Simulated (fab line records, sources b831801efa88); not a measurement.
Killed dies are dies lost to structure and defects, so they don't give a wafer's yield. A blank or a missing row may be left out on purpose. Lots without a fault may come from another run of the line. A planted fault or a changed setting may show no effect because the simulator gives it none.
Which tool did it? | flow sky130 | 24 lots, 72 wafers sampled, at 4 steps of a route of 708

WHAT THE GAUGES READ, wafer by wafer
SKY_CONTACT_THK_MEAS_01.
lot  | measured     | on            | CONTACT_CVD_00_THK (nm)
L074 | day 30 05:16 | film_metro-01 | 74.2 75.5 75.1
L075 | day 30 04:34 | film_metro-02 | 74.7 73.2 74.7
L076 | day 32 00:15 | film_metro-01 | 73.6 75.0 75.1
L077 | day 32 00:38 | film_metro-01 | 73.2 72.7 73.8
L078 | day 35 08:24 | film_metro-02 | 72.6 72.6 74.9
L079 | day 35 09:10 | film_metro-01 | 74.3 74.9 76.4
L083 | day 35 11:35 | film_metro-02 | 74.7 74.7 74.6
L080 | day 35 10:34 | film_metro-02 | 74.1 74.0 74.6
L085 | day 35 11:58 | film_metro-01 | 75.1 74.4 74.6
L081 | day 35 12:44 | film_metro-01 | 73.5 72.8 74.8
L082 | day 35 14:24 | film_metro-01 | 74.4 75.2 76.3
L084 | day 35 13:10 | film_metro-03 | 74.7 73.7 74.5
L086 | day 35 16:59 | film_metro-01 | 73.5 75.2 76.1
L088 | day 35 20:25 | film_metro-01 | 73.8 73.9 75.0
L087 | day 35 21:03 | film_metro-03 | 75.0 74.3 75.4
L089 | day 35 21:26 | film_metro-01 | 73.5 73.3 74.4
L090 | day 35 22:01 | film_metro-02 | 73.2 74.1 75.8
L091 | day 35 23:14 | film_metro-03 | 74.2 74.8 75.0
L092 | day 36 00:32 | film_metro-01 | 73.6 75.4 75.8
L093 | day 36 09:21 | film_metro-01 | 73.8 75.3 75.2
L094 | day 36 11:36 | film_metro-01 | 73.3 75.4 74.6
L095 | day 36 15:35 | film_metro-02 | 74.9 76.6 74.0
L096 | day 36 22:49 | film_metro-02 | 75.1 75.9 75.9
L097 | day 37 12:52 | film_metro-02 | 75.0 75.0 76.5

WHICH TOOL RAN EACH LOT (tool, then ch and the chambers of the sampled wafers, then the start)
lot  | SKY_LDD_HVN_STRIP_09                 | SKY_LOCAL_INTERCONNECT_SPUTTER_00 | SKY_LOCAL_INTERCONNECT_ETCH_13
L074 | plasma_asher-02 ch 0,1, day 20 04:05 | pvd_sputter-04, day 29 00:02      | rie_metal-03 ch 0,1, day 30 04:28
L075 | plasma_asher-04 ch 0,1, day 20 05:17 | pvd_sputter-01, day 28 22:46      | rie_metal-02 ch 1, day 30 03:48
L076 | plasma_asher-03 ch 1, day 22 04:26   | pvd_sputter-03, day 30 18:46      | rie_metal-03 ch 0,1, day 31 23:31
L077 | plasma_asher-04 ch 0,1, day 22 04:53 | pvd_sputter-03, day 30 19:56      | rie_metal-01 ch 0,1, day 31 23:52
L078 | plasma_asher-04 ch 0,1, day 25 20:56 | pvd_sputter-04, day 34 04:43      | rie_metal-01 ch 0, day 35 07:31
L079 | plasma_asher-04 ch 0,1, day 25 21:44 | pvd_sputter-04, day 34 07:01      | rie_metal-03 ch 0,1, day 35 08:22
L083 | plasma_asher-03 ch 0,1, day 25 22:32 | pvd_sputter-01, day 34 09:20      | rie_metal-01 ch 0, day 35 10:48
L080 | plasma_asher-04 ch 0,1, day 25 22:50 | pvd_sputter-04, day 34 08:07      | rie_metal-02 ch 0,1, day 35 09:49
L085 | plasma_asher-02 ch 0,1, day 25 23:10 | pvd_sputter-04, day 34 09:38      | rie_metal-03 ch 0,1, day 35 11:10
L081 | plasma_asher-04 ch 0,1, day 25 23:11 | pvd_sputter-01, day 34 10:25      | rie_metal-02 ch 0,1, day 35 12:01
L082 | plasma_asher-02 ch 0, day 26 00:14   | pvd_sputter-01, day 34 12:20      | rie_metal-03 ch 0,1, day 35 13:37
L084 | plasma_asher-03 ch 0,1, day 26 00:32 | pvd_sputter-04, day 34 11:24      | rie_metal-01 ch 0,1, day 35 12:22
L086 | plasma_asher-04 ch 0,1, day 26 03:53 | pvd_sputter-03, day 34 14:14      | rie_metal-02 ch 0,1, day 35 16:15
L088 | plasma_asher-04 ch 0,1, day 26 07:43 | pvd_sputter-04, day 34 17:32      | rie_metal-03 ch 0,1, day 35 19:37
L087 | plasma_asher-02 ch 0,1, day 26 08:20 | pvd_sputter-01, day 34 18:53      | rie_metal-03 ch 0,1, day 35 20:19
L089 | plasma_asher-02 ch 0,1, day 26 08:56 | pvd_sputter-01, day 34 19:41      | rie_metal-01 ch 1, day 35 20:33
L090 | plasma_asher-03 ch 0,1, day 26 09:35 | pvd_sputter-01, day 34 20:23      | rie_metal-02 ch 1, day 35 21:16
L091 | plasma_asher-03 ch 0,1, day 26 12:14 | pvd_sputter-04, day 34 20:44      | rie_metal-03 ch 0,1, day 35 22:30
L092 | plasma_asher-03 ch 0,1, day 26 16:59 | pvd_sputter-01, day 34 21:55      | rie_metal-02 ch 0,1, day 35 23:49
L093 | plasma_asher-02 ch 0,1, day 26 22:53 | pvd_sputter-04, day 35 06:20      | rie_metal-03 ch 0,1, day 36 08:36
L094 | plasma_asher-04 ch 0,1, day 27 00:17 | pvd_sputter-04, day 35 08:47      | rie_metal-01 ch 0,1, day 36 10:51
L095 | plasma_asher-03 ch 0, day 27 06:47   | pvd_sputter-01, day 35 12:26      | rie_metal-03 ch 0, day 36 14:52
L096 | plasma_asher-03 ch 0,1, day 27 14:59 | pvd_sputter-03, day 35 20:17      | rie_metal-03 ch 0,1, day 36 22:04
L097 | plasma_asher-02 ch 0,1, day 28 04:59 | pvd_sputter-04, day 36 09:49      | rie_metal-02 ch 0,1, day 37 12:05
- SKY_LDD_HVN_STRIP_09: strips in O2/N2.
- SKY_LOCAL_INTERCONNECT_SPUTTER_00: material TiN, target thk 100 nm, time 83.3 s.
- SKY_LOCAL_INTERCONNECT_ETCH_13: etches BARC in N2/H2, stops on SiO2, time 45.9 s, target depth 60 nm.

WHAT THE TOOLS THEMSELVES READ (means of the sampled wafers that have a number; where no wafer has one, the mark that the record gives instead)
SKY_LDD_HVN_STRIP_09.
lot  | tool            | drypump_motor_current_A (A) | oes_product_au (a.u.) | strip_time_to_endpoint_s (s)
L074 | plasma_asher-02 | 5.9                         | 0.409                 | 4.131
L075 | plasma_asher-04 | 6.1                         | 0.409                 | 4.129
L076 | plasma_asher-03 | 4.9                         | 0.407                 | 4.134
L077 | plasma_asher-04 | 6.1                         | 0.407                 | 4.136
L078 | plasma_asher-04 | 5.7                         | 0.408                 | 4.141
L079 | plasma_asher-04 | 5.7                         | 0.409                 | 4.131
L083 | plasma_asher-03 | 5.5                         | 0.407                 | 4.133
L080 | plasma_asher-04 | 6.0                         | 0.404                 | 4.126
L085 | plasma_asher-02 | 5.9                         | 0.411                 | 4.139
L081 | plasma_asher-04 | 5.7                         | 0.405                 | 4.122
L082 | plasma_asher-02 | 6.7                         | 0.406                 | 4.137
L084 | plasma_asher-03 | 5.2                         | 0.407                 | 4.132
L086 | plasma_asher-04 | 6.1                         | 0.410                 | 4.149
L088 | plasma_asher-04 | 6.1                         | 0.410                 | 4.117
L087 | plasma_asher-02 | 5.8                         | 0.411                 | 4.131
L089 | plasma_asher-02 | 6.3                         | 0.405                 | 4.146
L090 | plasma_asher-03 | 5.5                         | 0.412                 | 4.140
L091 | plasma_asher-03 | 5.3                         | 0.410                 | 4.127
L092 | plasma_asher-03 | 5.2                         | 0.406                 | 4.129
L093 | plasma_asher-02 | 5.8                         | 0.405                 | 4.130
L094 | plasma_asher-04 | 5.7                         | 0.411                 | 4.146
L095 | plasma_asher-03 | 5.8                         | 0.407                 | 4.141
L096 | plasma_asher-03 | 5.2                         | 0.407                 | 4.133
L097 | plasma_asher-02 | 6.3                         | 0.404                 | 4.139

SKY_LOCAL_INTERCONNECT_SPUTTER_00.
lot  | tool           | cathode_dc_power_W (W) | chamber_pressure_pa (Pa) | throttle_valve_pct (%)
L074 | pvd_sputter-04 | 6499.1                 | 0.4001                   | 29.6
L075 | pvd_sputter-01 | 6500.8                 | 0.4004                   | 29.3
L076 | pvd_sputter-03 | 6498.6                 | 0.4001                   | 31.0
L077 | pvd_sputter-03 | 6500.1                 | 0.4002                   | 31.1
L078 | pvd_sputter-04 | 6499.9                 | 0.4000                   | 30.1
L079 | pvd_sputter-04 | 6500.8                 | 0.4002                   | 29.9
L083 | pvd_sputter-01 | 6500.6                 | 0.4001                   | 29.2
L080 | pvd_sputter-04 | 6499.6                 | 0.3994                   | 29.9
L085 | pvd_sputter-04 | 6500.5                 | 0.3995                   | 29.7
L081 | pvd_sputter-01 | 6499.5                 | 0.4002                   | 28.8
L082 | pvd_sputter-01 | 6499.9                 | 0.4005                   | 29.4
L084 | pvd_sputter-04 | 6500.5                 | 0.4001                   | 29.9
L086 | pvd_sputter-03 | 6499.6                 | 0.4000                   | 31.1
L088 | pvd_sputter-04 | 6500.2                 | 0.3994                   | 29.7
L087 | pvd_sputter-01 | 6499.8                 | 0.4008                   | 29.2
L089 | pvd_sputter-01 | 6498.9                 | 0.3994                   | 29.3
L090 | pvd_sputter-01 | 6500.5                 | 0.3998                   | 29.2
L091 | pvd_sputter-04 | 6499.0                 | 0.3997                   | 29.8
L092 | pvd_sputter-01 | 6500.6                 | 0.4004                   | 29.5
L093 | pvd_sputter-04 | 6501.1                 | 0.3993                   | 29.4
L094 | pvd_sputter-04 | 6498.7                 | 0.4003                   | 30.3
L095 | pvd_sputter-01 | 6499.9                 | 0.3996                   | 29.3
L096 | pvd_sputter-03 | 6499.3                 | 0.4002                   | 31.3
L097 | pvd_sputter-04 | 6499.9                 | 0.4000                   | 30.3

SKY_LOCAL_INTERCONNECT_ETCH_13.
lot  | tool         | drypump_motor_current_A (A) | oes_product_au (a.u.) | throttle_valve_pct (%)
L074 | rie_metal-03 | 6.1                         | 0.854                 | 13.222
L075 | rie_metal-02 | 5.3                         | 0.859                 | 13.232
L076 | rie_metal-03 | 6.1                         | 0.851                 | 13.228
L077 | rie_metal-01 | 5.8                         | 0.853                 | 13.224
L078 | rie_metal-01 | 6.2                         | 0.855                 | 13.214
L079 | rie_metal-03 | 6.1                         | 0.860                 | 13.227
L083 | rie_metal-01 | 6.2                         | 0.853                 | 13.220
L080 | rie_metal-02 | 5.7                         | 0.855                 | 13.218
L085 | rie_metal-03 | 5.8                         | 0.850                 | 13.223
L081 | rie_metal-02 | 5.7                         | 0.851                 | 13.228
L082 | rie_metal-03 | 6.1                         | 0.858                 | 13.229
L084 | rie_metal-01 | 5.5                         | 0.850                 | 13.231
L086 | rie_metal-02 | 5.7                         | 0.856                 | 13.227
L088 | rie_metal-03 | 6.1                         | 0.856                 | 13.223
L087 | rie_metal-03 | 6.1                         | 0.853                 | 13.220
L089 | rie_metal-01 | 5.1                         | 0.846                 | 13.228
L090 | rie_metal-02 | 5.3                         | 0.853                 | 13.226
L091 | rie_metal-03 | 5.8                         | 0.850                 | 13.225
L092 | rie_metal-02 | 5.7                         | 0.855                 | 13.220
L093 | rie_metal-03 | 5.8                         | 0.853                 | 13.234
L094 | rie_metal-01 | 5.8                         | 0.853                 | 13.220
L095 | rie_metal-03 | 6.3                         | 0.851                 | 13.228
L096 | rie_metal-03 | 6.1                         | 0.854                 | 13.225
L097 | rie_metal-02 | 6.1                         | 0.850                 | 13.232

THE ANSWER, worked out from the rows above alone
Rule: what is usual is taken from the lots themselves. Put in order of their means at a reading, lots are off if they are a third of the lots or fewer, leave a main group of 4 or more, and stand apart from it by a gap of 3 or more times the standard deviation of the main group's means; of several such gaps the widest counts. A main group whose means are all the same, to the digits that the tables above print for the reading, isn't used. A lot without any number at a reading at which 4 lots or more have one is off too. The other lots that the step has rows for count as sound. The gauges are gone through in route order, then the tools' own readings, and for those a lot's mean is taken as printed above. The first step at which some lot is off is used, and at that step the reading that is off furthest; a lot without a number counts as furthest.
No lot is off at any reading shown: from this, nothing can be told.

WHAT THE SIMULATOR HAD PUT IN
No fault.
